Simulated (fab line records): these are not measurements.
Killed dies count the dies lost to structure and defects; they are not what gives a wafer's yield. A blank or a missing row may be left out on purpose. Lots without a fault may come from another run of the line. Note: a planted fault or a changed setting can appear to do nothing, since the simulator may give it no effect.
fab line records | flow sky130
record: lots: 15 | wafers: 45 | last-day: 50
route steps=708 shown METAL2@501 VIA2@508 METAL3@533
lots untouched by any fault: they come from a run of this same line in which no faults occurred
start-h: the number of hours between the record's first day and the start of the first shown wafer of the lot | wait-h: hours from the lot's prior step to this one | " unchanged from the row above | L1.1+2: one row covering several wafers at once | - either no value or no given start | * or withheld: withheld | < > ~ a bound
route shown NAME@n: NAME is a module with steps in the file, n the number in the route of the first one | usual: average and standard deviation across the fault-free wafers | same: alike in all rows | chamber/n: place in a boat | sites: the reading at each site | _std_site: the values' standard deviation | _edge_site: the outer-site mean with the inner-site mean subtracted | radius-mm: for every site, how far away it sits from the centre of the wafer | mask NAME#n: copy n | behind: the last tool/chamber to shape the wafer | hold: the reason the lot was held/the length of the hold in hours/how it ended | device: whichever transistor did not switch (one of n, p or np) | end of line: at the end of the route, the tests of the same wafers | a step with no rows: only its recipe | killed: count of dies lost to structure and defects at first sort (not the wafer's yield) | map: per-die view of a wafer (x killed, . not killed, _ where there is no die)
set.NAME: the run value of the setting; set.NAME@STEP: its run value at that earlier step | model.NAME: the simulator's own value behind a step, which no gauge read
route steps across a sampled set of lots; one table per step, one row per wafer
services: the hour from which a tool's chamber was out of use, counted from the record's first day as start-h (under 0 if before that day), plus the number of hours and why
== steps ==
step: SKY_METAL2_ETCH_18
recipe: chemistry: N2/H2 | target: BARC | ion-energy-ev: 200 | bias-w: 100 | pressure-mtorr: 30 | n2-flow-sccm: 100 | h2-flow-sccm: 200 | icp-w: 500 | stop-on: SiO2 | time-s: 45.9 | target-depth-a: 600
usual: drypump-motor-current-A: 5.8/0.35 | h2-flow-sccm: 200.1/0.65 | oes-product-au: 0.854/0.0042 | throttle-valve-pct: 13.225/0.009
lot.wafer | tool         | chamber | start-h | wait-h | drypump-motor-current-A | h2-flow-sccm | oes-product-au | rf-hours-counter-h | throttle-valve-pct
L896.2    | rie-metal-03 | 0       | 824.62  | 0.1    | 6.2                     | 201.0        | 0.865          | -                  | 13.219
L896.3    | "            | 0       | "       | "      | 6.2                     | 200.1        | 0.854          | -                  | 13.231
L896.6    | "            | 0       | "       | "      | 6.2                     | 201.1        | 0.857          | -                  | 13.220
L897.1    | rie-metal-04 | 0       | 828.81  | 0.0    | 5.7                     | 200.2        | 0.860          | 4                  | 13.231
L897.4    | "            | 1       | "       | "      | 6.2                     | 201.1        | 0.854          | -                  | 13.233
L897.6    | "            | 1       | "       | "      | 6.2                     | 199.6        | 0.856          | -                  | 13.207
L898.4    | rie-metal-03 | 0       | 837.39  | 0.1    | 6.2                     | 199.4        | 0.853          | -                  | 13.219
L898.5    | "            | 0       | "       | "      | 6.2                     | 200.4        | 0.849          | -                  | 13.226
L898.6    | "            | 0       | "       | "      | 6.2                     | 199.5        | 0.856          | -                  | 13.231
L899.1    | rie-metal-03 | 0       | 842.70  | 0.1    | 6.2                     | 199.6        | 0.860          | 3                  | 13.229
L899.5    | "            | 0       | "       | "      | 6.2                     | 199.2        | 0.852          | -                  | 13.213
L899.6    | "            | 0       | "       | "      | 6.2                     | 200.0        | 0.854          | -                  | 13.216
L900.1    | rie-metal-04 | 1       | 855.20  | 0.0    | 6.2                     | 199.6        | 0.853          | 10                 | 13.230
L900.4    | "            | 0       | "       | "      | 5.6                     | 199.2        | 0.850          | -                  | 13.236
L900.6    | "            | 0       | "       | "      | 5.7                     | 199.1        | 0.850          | -                  | 13.227
L902.2    | rie-metal-04 | 0       | 869.37  | 0.0    | 5.7                     | 200.9        | 0.855          | 5                  | 13.207
L902.3    | "            | 0       | "       | "      | 5.7                     | 201.4        | 0.851          | -                  | 13.227
L902.6    | "            | 0       | "       | "      | 5.7                     | 200.0        | 0.864          | -                  | 13.231
L901.1    | rie-metal-03 | 0       | 873.50  | 0.0    | 6.2                     | 201.3        | 0.852          | 4                  | 13.234
L901.2    | "            | 1       | "       | "      | 5.6                     | 199.9        | 0.851          | 1                  | 13.215
L901.4    | "            | 1       | "       | "      | 5.5                     | 199.5        | 0.846          | -                  | 13.205
L903.1    | rie-metal-04 | 1       | 882.23  | 0.0    | 6.2                     | 200.4        | 0.853          | 11                 | 13.217
L903.2    | "            | 0       | "       | "      | 5.7                     | 199.2        | 0.861          | 6                  | 13.234
L903.3    | "            | 1       | "       | "      | 6.2                     | 199.6        | 0.858          | -                  | 13.231
L905.1    | rie-metal-04 | 0       | 901.40  | 0.0    | 5.7                     | 200.4        | 0.847          | 6                  | 13.227
L905.3    | "            | 0       | "       | "      | 5.6                     | 200.1        | 0.856          | -                  | 13.231
L905.5    | "            | 0       | "       | "      | 5.6                     | 201.0        | 0.853          | -                  | 13.221
L906.1    | rie-metal-03 | 0       | 905.82  | 0.0    | 6.2                     | 199.4        | 0.854          | 5                  | 13.232
L906.3    | "            | 1       | "       | "      | 5.5                     | 200.3        | 0.858          | -                  | 13.213
L906.6    | "            | 1       | "       | "      | 5.5                     | 200.0        | 0.851          | -                  | 13.224
L914.4    | rie-metal-04 | 0       | 955.52  | 0.0    | 5.6                     | 200.2        | 0.854          | -                  | 13.195
L914.5    | "            | 0       | "       | "      | 5.6                     | 200.2        | 0.849          | -                  | 13.231
L914.6    | "            | 1       | "       | "      | 6.3                     | 200.1        | 0.854          | -                  | 13.222
L915.3    | rie-metal-03 | 0       | 966.12  | 0.0    | 6.2                     | 199.6        | 0.857          | -                  | 13.239
L915.4    | "            | 1       | "       | "      | 5.5                     | 199.4        | 0.853          | -                  | 13.228
L915.6    | "            | 1       | "       | "      | 5.5                     | 199.3        | 0.852          | -                  | 13.237
L916.3    | rie-metal-02 | 0       | 977.59  | 0.0    | 5.3                     | 200.1        | 0.866          | -                  | 13.223
L916.4    | "            | 1       | "       | "      | 5.4                     | 200.5        | 0.858          | -                  | 13.218
L916.5    | "            | 0       | "       | "      | 5.3                     | 200.5        | 0.852          | -                  | 13.221
L917.3    | rie-metal-03 | 1       | 980.77  | 0.0    | 5.6                     | 199.8        | 0.851          | -                  | 13.238
L917.4    | "            | 0       | "       | "      | 6.2                     | 200.4        | 0.846          | -                  | 13.226
L917.6    | "            | 1       | "       | "      | 5.6                     | 200.3        | 0.853          | -                  | 13.222
L919.2    | rie-metal-03 | 0       | 983.02  | 0.0    | 6.2                     | 200.3        | 0.855          | 9                  | 13.234
L919.3    | "            | 0       | "       | "      | 6.2                     | 200.8        | 0.852          | -                  | 13.226
L919.5    | "            | 0       | "       | "      | 6.2                     | 199.6        | 0.852          | -                  | 13.226
step: SKY_VIA2_THK_MEAS_01
recipe: reads: SiO2_of_VIA2_HDPCVD_00
usual: VIA2_HDPCVD_THK: 1184/9.8
lot.wafer | tool          | chamber | start-h | wait-h | VIA2_HDPCVD_THK[nm]
L896.2    | film-metro-02 | -       | 825.68  | 0.1    | 1179
L896.3    | "             | -       | "       | "      | 1186
L896.6    | "             | -       | "       | "      | 1175
L897.1    | film-metro-03 | -       | 829.77  | 0.1    | 1182
L897.4    | "             | -       | "       | "      | 1187
L897.6    | "             | -       | "       | "      | 1186
L898.4    | film-metro-01 | -       | 838.72  | 0.0    | 1186
L898.5    | "             | -       | "       | "      | 1193
L898.6    | "             | -       | "       | "      | 1173
L899.1    | film-metro-01 | -       | 843.79  | 0.1    | 1179
L899.5    | "             | -       | "       | "      | 1165
L899.6    | "             | -       | "       | "      | 1200
L900.1    | film-metro-01 | -       | 856.07  | 0.1    | 1173
L900.4    | "             | -       | "       | "      | 1176
L900.6    | "             | -       | "       | "      | 1178
L902.2    | film-metro-02 | -       | 870.28  | 0.1    | 1199
L902.3    | "             | -       | "       | "      | 1184
L902.6    | "             | -       | "       | "      | 1194
L901.1    | film-metro-01 | -       | 874.40  | 0.1    | 1191
L901.2    | "             | -       | "       | "      | 1186
L901.4    | "             | -       | "       | "      | 1190
L903.1    | film-metro-02 | -       | 883.16  | 0.1    | 1196
L903.2    | "             | -       | "       | "      | 1190
L903.3    | "             | -       | "       | "      | 1205
L905.1    | film-metro-02 | -       | 902.31  | 0.1    | 1172
L905.3    | "             | -       | "       | "      | 1170
L905.5    | "             | -       | "       | "      | 1184
L906.1    | film-metro-02 | -       | 906.73  | 0.1    | 1179
L906.3    | "             | -       | "       | "      | 1168
L906.6    | "             | -       | "       | "      | 1169
L914.4    | film-metro-03 | -       | 956.83  | 0.0    | 1185
L914.5    | "             | -       | "       | "      | 1180
L914.6    | "             | -       | "       | "      | 1168
L915.3    | film-metro-02 | -       | 967.02  | 0.1    | 1177
L915.4    | "             | -       | "       | "      | 1178
L915.6    | "             | -       | "       | "      | 1182
L916.3    | film-metro-01 | -       | 978.50  | 0.1    | 1177
L916.4    | "             | -       | "       | "      | 1186
L916.5    | "             | -       | "       | "      | 1194
L917.3    | film-metro-01 | -       | 981.72  | 0.1    | 1187
L917.4    | "             | -       | "       | "      | 1172
L917.6    | "             | -       | "       | "      | 1171
L919.2    | film-metro-03 | -       | 983.94  | 0.1    | 1192
L919.3    | "             | -       | "       | "      | 1183
L919.5    | "             | -       | "       | "      | 1184
step: SKY_METAL3_SPUTTER_01
recipe: material: TiN | target-thk-nm: 20 | power-w: 6500 | time-s: 16.7 | chamber-pressure-pa: 0.4
usual: cathode-dc-power-W: 6500.0/1.1 | chamber-pressure-pa: 0.3999/0.00077 | throttle-valve-pct: 29.9/0.84
lot.wafer | tool           | chamber | start-h | wait-h | cathode-dc-power-W | chamber-pressure-pa | throttle-valve-pct
L896.2    | pvd-sputter-01 | -       | 854.26  | 0.0    | 6500.6             | 0.4004              | 28.8
L896.3    | "              | -       | "       | "      | 6499.7             | 0.4002              | 29.7
L896.6    | "              | -       | "       | "      | 6501.5             | 0.4007              | 29.6
L897.1    | pvd-sputter-01 | -       | 857.85  | 0.0    | 6499.4             | 0.3984              | 29.7
L897.4    | "              | -       | "       | "      | 6499.6             | 0.3992              | 29.8
L897.6    | "              | -       | "       | "      | 6498.9             | 0.4012              | 28.9
L898.4    | pvd-sputter-02 | -       | 866.50  | 0.0    | 6500.0             | 0.3995              | 30.4
L898.5    | "              | -       | "       | "      | 6501.3             | 0.3997              | 30.7
L898.6    | "              | -       | "       | "      | 6499.7             | 0.3990              | 29.7
L899.1    | pvd-sputter-01 | -       | 871.45  | 0.0    | 6501.1             | 0.3993              | 30.2
L899.5    | "              | -       | "       | "      | 6498.6             | 0.4004              | 28.6
L899.6    | "              | -       | "       | "      | 6498.6             | 0.3997              | 29.3
L900.1    | pvd-sputter-02 | -       | 883.94  | 0.0    | 6500.4             | 0.3996              | 30.4
L900.4    | "              | -       | "       | "      | 6498.3             | 0.4000              | 30.3
L900.6    | "              | -       | "       | "      | 6500.2             | 0.3988              | 30.4
L902.2    | pvd-sputter-04 | -       | 897.91  | 0.0    | 6501.6             | 0.3990              | 32.1
L902.3    | "              | -       | "       | "      | 6500.0             | 0.4004              | 28.8
L902.6    | "              | -       | "       | "      | 6499.3             | 0.3995              | 28.5
L901.1    | pvd-sputter-02 | -       | 902.11  | 0.0    | 6499.2             | 0.3984              | 29.7
L901.2    | "              | -       | "       | "      | 6497.1             | 0.4007              | 30.2
L901.4    | "              | -       | "       | "      | 6499.5             | 0.4012              | 29.8
L903.1    | pvd-sputter-02 | -       | 910.71  | 0.0    | 6499.3             | 0.3992              | 30.4
L903.2    | "              | -       | "       | "      | 6500.5             | 0.4009              | 29.7
L903.3    | "              | -       | "       | "      | 6500.6             | 0.3990              | 29.5
L905.1    | pvd-sputter-01 | -       | 929.61  | 0.0    | 6499.1             | 0.3995              | 29.0
L905.3    | "              | -       | "       | "      | 6498.1             | 0.3994              | 29.7
L905.5    | "              | -       | "       | "      | 6499.6             | 0.3984              | 30.6
L906.1    | pvd-sputter-04 | -       | 933.90  | 0.0    | 6499.7             | 0.3985              | 32.1
L906.3    | "              | -       | "       | "      | 6499.0             | 0.3997              | 28.3
L906.6    | "              | -       | "       | "      | 6499.2             | 0.4002              | 28.5
L914.4    | pvd-sputter-02 | -       | 982.80  | 0.0    | 6499.5             | 0.4009              | 30.5
L914.5    | "              | -       | "       | "      | 6501.7             | 0.4002              | 29.5
L914.6    | "              | -       | "       | "      | 6500.6             | 0.3997              | 30.3
L915.3    | pvd-sputter-01 | -       | 992.75  | 0.0    | -                  | -                   | -
L915.4    | "              | -       | "       | "      | -                  | -                   | -
L915.6    | "              | -       | "       | "      | -                  | -                   | -
L916.3    | pvd-sputter-01 | -       | 1003.74 | 0.0    | -                  | -                   | -
L916.4    | "              | -       | "       | "      | -                  | -                   | -
L916.5    | "              | -       | "       | "      | -                  | -                   | -
L917.3    | pvd-sputter-01 | -       | 1007.40 | 0.0    | -                  | -                   | -
L917.4    | "              | -       | "       | "      | -                  | -                   | -
L917.6    | "              | -       | "       | "      | -                  | -                   | -
L919.2    | pvd-sputter-02 | -       | 1009.20 | 0.0    | 6502.1             | 0.3994              | 30.7
L919.3    | "              | -       | "       | "      | 6501.2             | 0.4010              | 29.5
L919.5    | "              | -       | "       | "      | 6500.3             | 0.3989              | 30.3
step: SKY_METAL3_SPUTTER_03
recipe: material: Ti | target-thk-nm: 5 | power-w: 3000 | time-s: 3.3 | chamber-pressure-pa: 0.4
usual: cathode-dc-power-W: 3000.0/0.63 | chamber-pressure-pa: 0.3999/0.00075 | throttle-valve-pct: 29.8/0.83
lot.wafer | tool           | chamber | start-h | wait-h | cathode-dc-power-W | chamber-pressure-pa | throttle-valve-pct
L896.2    | pvd-sputter-01 | -       | 854.33  | 0.0    | 2999.2             | 0.4013              | 28.7
L896.3    | "              | -       | "       | "      | 3000.0             | 0.4010              | 29.6
L896.6    | "              | -       | "       | "      | 2998.8             | 0.4008              | 29.9
L897.1    | pvd-sputter-01 | -       | 857.92  | 0.0    | 2999.9             | 0.3998              | 29.5
L897.4    | "              | -       | "       | "      | 2999.9             | 0.4000              | 29.6
L897.6    | "              | -       | "       | "      | 3000.9             | 0.3987              | 29.0
L898.4    | pvd-sputter-02 | -       | 866.57  | 0.0    | 2999.3             | 0.3991              | 30.3
L898.5    | "              | -       | "       | "      | 2999.9             | 0.3987              | 30.3
L898.6    | "              | -       | "       | "      | 3000.6             | 0.4001              | 29.7
L899.1    | pvd-sputter-01 | -       | 871.52  | 0.0    | 3000.3             | 0.4005              | 30.4
L899.5    | "              | -       | "       | "      | 3000.3             | 0.3998              | 28.9
L899.6    | "              | -       | "       | "      | 2999.3             | 0.4003              | 29.3
L900.1    | pvd-sputter-02 | -       | 884.00  | 0.0    | 3000.6             | 0.4010              | 30.4
L900.4    | "              | -       | "       | "      | 2999.9             | 0.3990              | 30.5
L900.6    | "              | -       | "       | "      | 2999.5             | 0.4000              | 30.4
L902.2    | pvd-sputter-04 | -       | 897.98  | 0.0    | 3000.5             | 0.4015              | 32.3
L902.3    | "              | -       | "       | "      | 3000.1             | 0.3994              | 28.4
L902.6    | "              | -       | "       | "      | 2999.7             | 0.3992              | 28.6
L901.1    | pvd-sputter-02 | -       | 902.18  | 0.0    | 3000.7             | 0.3999              | 29.8
L901.2    | "              | -       | "       | "      | 2999.8             | 0.4014              | 30.6
L901.4    | "              | -       | "       | "      | 3001.2             | 0.4008              | 29.8
L903.1    | pvd-sputter-02 | -       | 910.78  | 0.0    | 3000.5             | 0.3995              | 30.2
L903.2    | "              | -       | "       | "      | 3000.1             | 0.3994              | 29.6
L903.3    | "              | -       | "       | "      | 3001.0             | 0.3992              | 29.8
L905.1    | pvd-sputter-01 | -       | 929.67  | 0.0    | 2999.4             | 0.3987              | 29.2
L905.3    | "              | -       | "       | "      | 3000.6             | 0.4000              | 29.8
L905.5    | "              | -       | "       | "      | 3000.8             | 0.4013              | 30.2
L906.1    | pvd-sputter-04 | -       | 933.97  | 0.0    | 2999.6             | 0.3988              | 32.2
L906.3    | "              | -       | "       | "      | 3000.0             | 0.3995              | 28.5
L906.6    | "              | -       | "       | "      | 3000.6             | 0.3989              | 28.7
L914.4    | pvd-sputter-02 | -       | 982.86  | 0.0    | 2999.9             | 0.4004              | 30.3
L914.5    | "              | -       | "       | "      | 3000.0             | 0.4000              | 29.6
L914.6    | "              | -       | "       | "      | 2999.7             | 0.4000              | 30.4
L915.3    | pvd-sputter-01 | -       | 992.82  | 0.0    | 3000.2             | 0.3995              | 30.4
L915.4    | "              | -       | "       | "      | 3000.2             | 0.3997              | 30.5
L915.6    | "              | -       | "       | "      | 3000.9             | 0.3995              | 29.0
L916.3    | pvd-sputter-01 | -       | 1003.80 | 0.0    | 3001.3             | 0.3996              | 28.8
L916.4    | "              | -       | "       | "      | 3000.5             | 0.4003              | 29.6
L916.5    | "              | -       | "       | "      | 3000.9             | 0.4002              | 30.5
L917.3    | pvd-sputter-01 | -       | 1007.47 | 0.0    | 3000.5             | 0.3995              | 30.4
L917.4    | "              | -       | "       | "      | 2999.3             | 0.3996              | 28.8
L917.6    | "              | -       | "       | "      | 3000.5             | 0.3995              | 28.9
L919.2    | pvd-sputter-02 | -       | 1009.27 | 0.0    | 3000.3             | 0.3995              | 30.5
L919.3    | "              | -       | "       | "      | 2999.8             | 0.4013              | 29.5
L919.5    | "              | -       | "       | "      | 2999.4             | 0.3995              | 30.1
== services ==
tool           | chamber | start-h | hours | kind
pvd-sputter-04 | -       | 803.40  | 4.0   | repair
rie-metal-03   | 1       | 805.63  | -     | clean
rie-metal-03   | 1       | 805.63  | 20.4  | scheduled-down
rie-metal-03   | 1       | 805.63  | 20.4  | vent-cycle
rie-metal-03   | 1       | 832.81  | 13.3  | repair
pvd-sputter-02 | -       | 844.33  | 19.4  | repair
pvd-sputter-04 | -       | 845.46  | 28.6  | repair
rie-metal-03   | -       | 849.48  | 6.8   | repair
pvd-sputter-01 | -       | 850.76  | 3.4   | repair
pvd-sputter-04 | -       | 851.05  | 4.3   | repair
pvd-sputter-02 | -       | 854.44  | 0.8   | repair
rie-metal-04   | 0       | 889.75  | 2.5   | repair
rie-metal-04   | -       | 890.06  | 1.6   | repair
rie-metal-04   | 1       | 917.71  | 1.1   | repair
rie-metal-03   | -       | 926.25  | 2.8   | pm
pvd-sputter-04 | -       | 945.47  | 49.1  | repair
pvd-sputter-04 | -       | 965.70  | 6.0   | repair
pvd-sputter-01 | -       | 983.36  | 9.2   | repair
rie-metal-02   | 1       | 1007.72 | -     | clean
rie-metal-02   | 1       | 1007.72 | 25.8  | scheduled-down
rie-metal-02   | 1       | 1007.72 | 25.8  | vent-cycle
== key ==
first-sign: step: SKY_METAL3_SPUTTER_01 | reading: tool-record | direction: missing
effect none on later readings
met-at SKY_METAL3_SPUTTER_01
struck-lots L915,L916,L917
later-rows-left-out L915.3,L915.4,L915.6,L916.3,L916.4,L916.5,L917.3,L917.4,L917.6
sort-left-out L915.3,L915.4,L915.6,L916.3,L916.4,L916.5,L917.3,L917.4,L917.6
not-acting-at SKY_METAL2_ETCH_18,SKY_VIA2_THK_MEAS_01,SKY_METAL3_SPUTTER_03
onset-between 929.61 992.75
fault: kind: skipped-step-whole | tool: pvd-sputter-01 | chamber: - | onset-h: 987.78 | steps: SKY_METAL3_SPUTTER_01 | scope: struck-lots-only
sort-left-out: the simulated sort isn't trusted on such a fault, so these wafers' sort isn't shown, and their yield isn't known
later-rows-left-out: the simulator's readings of these wafers behind a module that went badly wrong aren't trusted and aren't shown, but for the sort
